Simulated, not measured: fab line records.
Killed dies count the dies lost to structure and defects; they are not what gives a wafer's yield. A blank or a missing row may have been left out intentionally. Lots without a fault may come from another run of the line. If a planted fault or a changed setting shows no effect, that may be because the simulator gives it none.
fab line records	flow sky130
[record] lots = 10	wafers = 30	last_day = 50
route steps=708 shown CONTACT@423 METAL1@449 PAD_OPEN@708
lots that met no fault: from a run of the same line without faults
start_h: start of the lot's first displayed wafer, in hours after the record's first day	wait_h: hours since the lot's step before	" as in the row above	L1.1+2: a single row standing in for several wafers	- no value, or no start given	* or withheld: withheld	< > ~ a bound
route shown NAME@n: names a module that has steps shown in the file, with the first one's number in the route	usual: mean/standard deviation taken from wafers without a fault	same: alike in all rows	chamber/n: place in a boat	sites: the reading at each site	_std_site: standard deviation of those values	_edge_site: the outer-site mean with the inner-site mean subtracted	radius_mm: how far each site lies from the wafer's centre	mask NAME#n: copy n	behind: the most recent tool/chamber to have shaped the wafer	hold: why the lot went on hold/how many hours it stayed there/how the hold came to an end	device: whichever transistor did not switch (one of n, p or np)	end of line: the tests these same wafers got at the end of their route	a step without rows: its recipe alone	killed: the dies lost at the first sort to structure and to defects; this is not the yield of the wafer	map: dies across one wafer; x = killed, . = not, _ = none there
set.NAME: the run value of the setting; set.NAME@STEP: its run value at that earlier step	model.NAME: the simulator's own value behind a step, which no gauge read
the route's steps for a sample of lots (tables are steps, rows are wafers)
services: the hour from which a tool's chamber was out of use, counted from the record's first day as start_h (under 0 if before that day), plus the number of hours and why
[[steps]]
[step SKY_CONTACT_ETCH_17]
[recipe] target = SiO2	chemistry = C4F8/O2/Ar	stop_on = Si3N4	mask_material = KrF-thick	source_w = 1500	bias_w = 1200	pressure_mtorr = 40	c4f8_flow_sccm = withheld	O2_flow_sccm = 6	Ar_flow_sccm = 300	time_s = withheld	target_depth_a = 3400
[usual] oes_product_au = 0.891/0.0049
lot.wafer	tool	chamber	start_h	wait_h	oes_product_au
L417.3	rie_diel-02	3	757.09	0.0	0.897
L417.4	"	2	"	"	0.885
L417.6	"	1	"	"	0.883
L418.1	rie_diel-02	2	759.14	0.0	0.890
L418.5	"	2	"	"	0.896
L418.6	"	3	"	"	0.887
L420.3	rie_diel-02	0	776.72	0.0	0.892
L420.4	"	1	"	"	0.895
L420.5	"	1	"	"	0.891
L422.2	rie_diel-01	3	797.04	0.0	0.887
L422.5	"	0	"	"	0.894
L422.6	"	3	"	"	0.893
L424.1	rie_diel-02	0	804.39	0.0	0.900
L424.4	"	2	"	"	0.890
L424.6	"	0	"	"	0.888
L425.1	rie_diel-04	0	814.56	0.0	0.898
L425.2	"	2	"	"	0.895
L425.3	"	2	"	"	0.890
L432.1	rie_diel-02	2	864.14	0.0	0.895
L432.2	"	1	"	"	0.898
L432.3	"	3	"	"	0.894
L433.1	rie_diel-04	2	865.44	0.0	0.892
L433.2	"	1	"	"	0.895
L433.6	"	3	"	"	0.889
L437.3	rie_diel-04	3	899.94	0.0	0.892
L437.4	"	2	"	"	0.897
L437.6	"	0	"	"	0.890
L438.1	rie_diel-02	0	905.47	0.0	0.889
L438.3	"	2	"	"	0.902
L438.5	"	3	"	"	0.889
[step SKY_CONTACT_STRIP_19]
[recipe] chemistry = O2/N2	power_w = 1400	pressure_mtorr = 1500	platen_temp_c = withheld	o2_flow_sccm = 3000	n2_flow_sccm = 300	overash_fraction = 0.5
[usual] drypump_motor_current_A = 5.73/0.24	o2_flow_sccm = 2999/9.4	oes_product_au = 0.381/0.0046	strip_time_to_endpoint_s = 3.616/0.026
lot.wafer	tool	chamber	start_h	wait_h	drypump_motor_current_A	o2_flow_sccm	oes_product_au	rf_hours_counter_h	strip_time_to_endpoint_s
L417.3	plasma_asher-01	0	757.21	-	5.47	3000	0.384	-	3.611
L417.4	"	1	"	"	5.99	3009	0.384	-	3.604
L417.6	"	1	"	"	6.00	2994	0.379	-	3.610
L418.1	plasma_asher-04	1	759.23	-	5.84	2988	0.381	62	3.616
L418.5	"	0	"	"	5.74	2978	0.386	-	3.614
L418.6	"	1	"	"	5.84	2999	0.388	-	3.632
L420.3	plasma_asher-01	1	776.84	-	6.00	3008	0.376	-	3.593
L420.4	"	0	"	"	5.44	2990	0.380	-	3.579
L420.5	"	0	"	"	5.44	2985	0.375	-	3.570
L422.2	plasma_asher-01	0	797.13	-	5.43	2998	0.382	37	3.615
L422.5	"	1	"	"	5.98	2990	0.380	-	3.614
L422.6	"	0	"	"	5.39	3000	0.379	-	3.632
L424.1	plasma_asher-02	1	804.48	-	5.33	2989	0.388	6	3.615
L424.4	"	1	"	"	5.33	2997	0.379	-	3.571
L424.6	"	0	"	"	5.74	3007	0.385	-	3.603
L425.1	plasma_asher-04	1	814.69	-	5.86	2999	0.377	67	3.613
L425.2	"	0	"	"	5.73	2994	0.383	67	3.614
L425.3	"	1	"	"	5.86	3003	0.380	-	3.628
L432.1	plasma_asher-04	1	864.23	-	5.86	3004	0.375	72	3.577
L432.2	"	0	"	"	5.70	3003	0.376	72	3.612
L432.3	"	0	"	"	5.71	3004	0.379	-	3.609
L433.1	plasma_asher-01	0	865.53	-	5.40	3002	0.385	44	3.666
L433.2	"	1	"	"	6.01	3016	0.383	44	3.642
L433.6	"	0	"	"	5.39	3008	0.378	-	3.625
L437.3	plasma_asher-01	1	900.06	-	6.02	2983	0.375	-	3.575
L437.4	"	0	"	"	5.42	2997	0.385	-	3.667
L437.6	"	1	"	"	6.01	3002	0.382	-	3.594
L438.1	plasma_asher-01	1	905.56	-	6.01	3007	0.379	48	3.600
L438.3	"	0	"	"	5.45	2988	0.378	-	3.603
L438.5	"	0	"	"	5.45	2999	0.374	-	3.603
[step SKY_METAL1_CD_MEAS_15]
[recipe] target_cd_nm = 140
[usual] cd_nm = 139.8/1.4
lot.wafer	tool	chamber	start_h	wait_h	cd_nm
L417.3	cd_sem-01	-	785.61	-	141.8
L417.4	"	-	"	"	142.8
L417.6	"	-	"	"	142.4
L418.1	cd_sem-02	-	787.22	-	140.1
L418.5	"	-	"	"	138.1
L418.6	"	-	"	"	137.8
L420.3	cd_sem-02	-	804.46	-	141.4
L420.4	"	-	"	"	141.3
L420.5	"	-	"	"	140.5
L422.2	cd_sem-01	-	825.39	-	139.0
L422.5	"	-	"	"	140.9
L422.6	"	-	"	"	139.3
L424.1	cd_sem-02	-	832.37	-	142.9
L424.4	"	-	"	"	142.8
L424.6	"	-	"	"	140.5
L425.1	cd_sem-01	-	842.42	-	138.9
L425.2	"	-	"	"	137.7
L425.3	"	-	"	"	137.8
L432.1	cd_sem-02	-	891.97	-	138.3
L432.2	"	-	"	"	138.3
L432.3	"	-	"	"	138.5
L433.1	cd_sem-02	-	892.97	-	139.4
L433.2	"	-	"	"	139.4
L433.6	"	-	"	"	140.2
L437.3	cd_sem-02	-	926.01	-	140.4
L437.4	"	-	"	"	140.6
L437.6	"	-	"	"	140.5
L438.1	cd_sem-02	-	931.62	-	141.8
L438.3	"	-	"	"	140.4
L438.5	"	-	"	"	141.0
[step SKY_METAL1_METAL_ETCH_19]
[recipe] target_depth_a = 3600	stop_on = SiO2	over_etch_frac = 0.3	time_s = 78	chemistry = Cl2/BCl3	resist_sidewall_deg = 88	pressure_mtorr = 10	icp_w = 900	bias_w = 48.5	Cl2_flow_sccm = 60	bcl3_flow_sccm = 30
[usual] drypump_motor_current_A = 5.6/0.58	oes_product_au = 0.853/0.0052	over_etch_frac = 0.3/0	throttle_valve_pct = 22.265/0.0083
[same] time_s = 78
lot.wafer	tool	chamber	start_h	wait_h	drypump_motor_current_A	oes_product_au	over_etch_frac	rf_hours_counter_h	throttle_valve_pct
L417.3	rie_metal-03	1	785.85	0.1	5.9	0.854	0.3	-	22.271
L417.4	"	0	"	"	5.2	0.852	0.3	-	22.266
L417.6	"	0	"	"	5.2	0.857	0.3	-	22.265
L418.1	rie_metal-04	1	787.47	0.0	5.3	0.847	0.3	2	22.287
L418.5	"	1	"	"	5.3	0.856	0.3	-	22.276
L418.6	"	0	"	"	6.4	0.856	0.3	-	22.261
L420.3	rie_metal-03	0	804.70	0.1	5.2	0.856	0.3	-	22.277
L420.4	"	1	"	"	5.9	0.854	0.3	-	22.263
L420.5	"	0	"	"	5.2	0.852	0.3	-	22.267
L422.2	rie_metal-03	0	825.62	0.0	5.2	0.843	0.3	16	22.252
L422.5	"	1	"	"	5.9	0.860	0.3	-	22.262
L422.6	"	0	"	"	5.2	0.853	0.3	-	22.264
L424.1	rie_metal-03	1	832.62	0.0	5.9	0.855	0.3	14	22.268
L424.4	"	0	"	"	5.2	0.854	0.3	-	22.253
L424.6	"	1	"	"	5.9	0.857	0.3	-	22.266
L425.1	rie_metal-04	1	842.67	0.0	5.2	0.854	0.3	3	22.259
L425.2	"	0	"	"	6.5	0.850	0.3	6	22.271
L425.3	"	0	"	"	6.5	0.855	0.3	-	22.267
L432.1	rie_metal-04	1	892.22	0.0	5.2	0.851	0.3	5	22.269
L432.2	"	0	"	"	6.5	0.799	0.47918	8	22.280
L432.3	"	0	"	"	6.5	0.791	0.47918	-	22.279
L433.1	rie_metal-04	1	893.22	0.0	5.3	0.850	0.3	5	22.253
L433.2	"	0	"	"	6.5	0.795	0.47918	8	22.263
L433.6	"	1	"	"	5.3	0.853	0.3	-	22.268
L437.3	rie_metal-02	1	926.25	0.1	4.7	0.856	0.3	-	22.265
L437.4	"	0	"	"	5.9	0.854	0.3	-	22.275
L437.6	"	1	"	"	4.7	0.858	0.3	-	22.274
L438.1	rie_metal-02	1	931.87	0.0	4.7	0.841	0.3	7	22.273
L438.3	"	0	"	"	5.9	0.850	0.3	-	22.259
L438.5	"	1	"	"	4.7	0.844	0.3	-	22.272
[step SKY_METAL1_STRIP_20]
[recipe] chemistry = O2/N2	power_w = 1400	pressure_mtorr = 1500	platen_temp_c = withheld	o2_flow_sccm = 3000	n2_flow_sccm = 300	overash_fraction = 0.5
[usual] drypump_motor_current_A = 5.77/0.28	o2_flow_sccm = 3000/9.3	oes_product_au = 0.342/0.0048	strip_time_to_endpoint_s = 2.68/0.061
lot.wafer	tool	chamber	start_h	wait_h	drypump_motor_current_A	o2_flow_sccm	oes_product_au	rf_hours_counter_h	strip_time_to_endpoint_s
L417.3	plasma_asher-02	0	785.95	0.1	5.73	2994	0.336	-	2.74
L417.4	"	1	"	"	5.33	3006	0.343	-	2.62
L417.6	"	0	"	"	5.75	2985	0.338	-	2.64
L418.1	plasma_asher-04	0	787.56	0.1	5.72	2990	0.350	65	2.70
L418.5	"	0	"	"	5.70	2993	0.339	-	2.71
L418.6	"	1	"	"	5.85	3004	0.339	-	2.57
L420.3	plasma_asher-04	0	804.80	0.1	5.66	3009	0.345	-	2.60
L420.4	"	1	"	"	5.86	3002	0.342	-	2.71
L420.5	"	0	"	"	5.68	2993	0.340	-	2.59
L422.2	plasma_asher-02	0	825.71	0.1	5.76	2992	0.335	8	2.63
L422.5	"	0	"	"	5.76	2991	0.345	-	2.77
L422.6	"	1	"	"	5.36	3005	0.340	-	2.62
L424.1	plasma_asher-02	0	832.71	0.1	5.76	2999	0.351	9	2.73
L424.4	"	1	"	"	5.32	2988	0.340	-	2.62
L424.6	"	0	"	"	5.75	3002	0.342	-	2.73
L425.1	plasma_asher-03	0	842.76	0.1	5.99	3004	0.343	102	2.75
L425.2	"	1	"	"	6.19	3009	0.341	102	2.59
L425.3	"	1	"	"	6.21	3007	0.333	-	2.60
L432.1	plasma_asher-02	1	892.31	0.1	5.30	3002	0.340	14	2.69
L432.2	"	0	"	"	5.77	2993	0.318	14	2.18
L432.3	"	0	"	"	5.77	2998	0.320	-	2.22
L433.1	plasma_asher-03	1	893.31	0.1	6.21	2998	0.341	107	2.72
L433.2	"	0	"	"	5.96	2992	0.329	107	2.30
L433.6	"	0	"	"	5.96	2995	0.345	-	2.76
L437.3	plasma_asher-04	1	926.35	0.1	5.83	3006	0.334	-	2.65
L437.4	"	0	"	"	5.70	2997	0.350	-	2.73
L437.6	"	1	"	"	5.84	3008	0.342	-	2.67
L438.1	plasma_asher-02	0	931.96	0.1	5.76	2998	0.342	18	2.64
L438.3	"	1	"	"	5.33	3006	0.348	-	2.76
L438.5	"	1	"	"	5.34	3003	0.345	-	2.66
[step SKY_PAD_OPEN_PROBE_99]
[usual] defect_limited_yield = 82.3/2	killed_at_M0_to_M3 = 44/7	killed_at_M4_up = 3.1/1.8	killed_at_contacts = 25/5.1	killed_at_front_end = 15/4.3	killed_at_other = 0.3/0.61	killed_dies = 87/9.8	killed_open = 48/7	killed_short = 38/6.3	sort_bin_3_pad_short = 0.9/0.39	sort_bin_5_function = 10.3/1.5	sort_bin_6_memory = 6.5/1.2	sort_n_pass = 405/9.8	sort_yield_pct = 82.3/2
[same] gross_dies = 492	killed_at_back_side = 0	sort_bin_4_leakage[%] = 0	sort_bin_8_speed[%] = 0
lot.wafer	tool	chamber	start_h	wait_h	defect_limited_yield[%]	killed_at_M0_to_M3	killed_at_M4_up	killed_at_contacts	killed_at_front_end	killed_at_other	killed_dies	killed_open	killed_short	sort_bin_3_pad_short[%]	sort_bin_5_function[%]	sort_bin_6_memory[%]	sort_n_pass	sort_yield_pct[%]
L424.1	prober-01	-	1129.46	0.1	85.2	38	2	22	11	0	73	39	34	0.8	6.9	7.1	419	85.2
L424.4	prober-01	-	1129.61	0.2	78.9	69	1	17	17	0	104	61	43	1.4	11.8	7.9	388	78.9
L424.6	prober-01	-	1129.71	0.2	82.9	43	6	19	15	1	84	46	37	0.8	10.8	5.5	408	82.9
L425.1	prober-02	-	1136.29	0.1	84.3	44	6	19	8	0	77	39	37	0.6	10.0	5.1	415	84.3
// killed by level:class
L424.1 VIA1:geometric_particle:open=11 CONTACT:geometric_particle:short=7 VIA1:geometric_particle:short=7 VIA2:geometric_particle:short=7 CONTACT:geometric_particle:open=6 LI_CONTACT:geometric_particle:open=4 METAL2:geometric_particle:short=4 SPACER:geometric_particle:open=3
L424.4 VIA1:geometric_particle:open=21 VIA3:geometric_particle:open=12 VIA2:geometric_particle:open=10 VIA2:geometric_particle:short=7 VIA1:geometric_particle:short=7 CONTACT:geometric_particle:open=6 POLY_GATE:geometric_particle:short=5 METAL2:geometric_particle:short=5
L424.6 VIA2:geometric_particle:open=12 VIA1:geometric_particle:open=8 LI_CONTACT:geometric_particle:open=7 VIA1:geometric_particle:short=7 CONTACT:geometric_particle:open=6 FIELD_ISO:geometric_particle:short=5 POLY_GATE:geometric_particle:short=4 VIA2:geometric_particle:short=4
L425.1 VIA1:geometric_particle:open=9 VIA2:geometric_particle:open=9 VIA1:geometric_particle:short=7 CONTACT:geometric_particle:short=6 METAL2:geometric_particle:short=5 VIA3:geometric_particle:open=5 METAL4:geometric_particle:short=5 LI_CONTACT:geometric_particle:open=4
[[services]]
tool	chamber	start_h	hours	kind
plasma_asher-02	-	733.75	9.0	pm
plasma_asher-02	0	733.75	9.0	vent_cycle
plasma_asher-02	1	733.75	9.0	vent_cycle
rie_metal-04	-	741.16	2.2	repair
rie_metal-04	1	742.22	22.6	repair
plasma_asher-02	0	742.75	-	clean
plasma_asher-02	1	742.75	-	clean
rie_diel-01	2	748.56	4.4	repair
rie_metal-02	-	749.18	0.3	repair
rie_metal-04	-	765.95	1.3	repair
rie_diel-02	2	780.93	19.0	repair
rie_diel-04	1	804.57	18.5	repair
rie_metal-03	-	811.11	0.1	repair
rie_metal-02	-	822.71	0.6	repair
rie_metal-04	1	824.30	3.1	repair
rie_diel-01	2	834.00	8.0	repair
rie_diel-04	2	876.31	1.4	repair
rie_diel-01	-	886.64	1.4	repair
rie_metal-03	-	893.04	2.8	pm
rie_diel-02	2	896.12	3.5	repair
rie_metal-04	1	900.10	15.6	repair
rie_metal-02	-	902.56	4.7	repair
rie_diel-04	-	916.41	2.0	repair
rie_diel-01	3	918.59	4.7	repair
[[key]]
[first_sign] step = SKY_METAL1_METAL_ETCH_19	reading = over_etch_frac	direction = up	sigmas = 99+	usual = 0.3	struck = 0.47918
[effect] step = SKY_METAL1_METAL_ETCH_19	reading = oes_product_au	direction = down	sigmas = 11	usual = 0.853	struck = 0.795
[effect] step = SKY_METAL1_STRIP_20	reading = strip_time_to_endpoint_s	direction = down	sigmas = 7.3	usual = *	struck = *
met_at SKY_METAL1_METAL_ETCH_19
struck_lots L432,L433
struck_wafers L432.2,L432.3,L433.2
not_acting_at SKY_CONTACT_ETCH_17,SKY_CONTACT_STRIP_19,SKY_METAL1_CD_MEAS_15
onset_between 842.67 892.22
[fault] kind = process_parameter_drift	tool = rie_metal-04	chamber = 0	onset_h = 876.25	steps = SKY_METAL1_METAL_ETCH_19	channel = over_etch_frac	offset = 0.17918	shape = step	end_h = 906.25	acts_in = these_recipes_only	stated = 0.3
